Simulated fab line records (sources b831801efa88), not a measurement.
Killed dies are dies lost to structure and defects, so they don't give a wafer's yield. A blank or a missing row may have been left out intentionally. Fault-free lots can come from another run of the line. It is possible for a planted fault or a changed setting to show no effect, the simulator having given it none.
The tool behind it: which one? + flow sky130 + 11 lots, 33 wafers sampled, at 1 step of a route of 708

== WHAT EACH GAUGE READ, for each wafer ==
SKY_SONOS_ONO_THK_MEAS_05.
| lot  | measured     | on            | SONOS_ONO_CVD_04_THK (nm) |
|------|--------------|---------------|---------------------------|
| L126 | day 12 14:30 | film metro-02 | 5.77 5.73 5.89            |
| L129 | day 13 14:35 | film metro-02 | 5.86 5.88 5.92            |
| L131 | day 14 06:23 | film metro-04 | 6.00 5.92 5.92            |
| L138 | day 16 12:46 | film metro-04 | 5.52 5.65 5.62            |
| L140 | day 17 04:29 | film metro-02 | 5.78 5.80 5.87            |
| L141 | day 17 18:30 | film metro-04 | 5.70 5.69 5.68            |
| L142 | day 18 09:20 | film metro-04 | 5.77 5.65 5.64            |
| L143 | day 18 13:58 | film metro-04 | 5.67 5.57 5.49            |
| L144 | day 18 15:12 | film metro-02 | 5.85 5.73 5.95            |
| L145 | day 19 01:23 | film metro-02 | 5.68 5.58 5.61            |
| L146 | day 20 11:41 | film metro-04 | 5.66 5.74 5.56            |

== EACH LOT AND THE TOOL THAT RAN IT (in order: tool; ch and the chambers of the sampled wafers; start) ==
The record shows no process step preceding these readings.

== THE ANSWER, worked out from the rows above alone ==
Rule: what is usual is taken from the lots themselves. Put in order of their means at a reading, lots are off if they are a third of the lots or fewer, leave a main group of 4 or more, and stand apart from it by a gap of 3 or more times the standard deviation of the main group's means; of several such gaps the widest counts. Not used: any main group whose means are identical at the precision the tables above print for the reading. Also off: a lot with no number at a reading for which 4 or more lots have one. All remaining lots with rows at the step are treated as sound.
Across all readings shown, no lot is off: no conclusion can be drawn from this.

== WHAT HAD BEEN PUT IN BY THE SIMULATOR ==
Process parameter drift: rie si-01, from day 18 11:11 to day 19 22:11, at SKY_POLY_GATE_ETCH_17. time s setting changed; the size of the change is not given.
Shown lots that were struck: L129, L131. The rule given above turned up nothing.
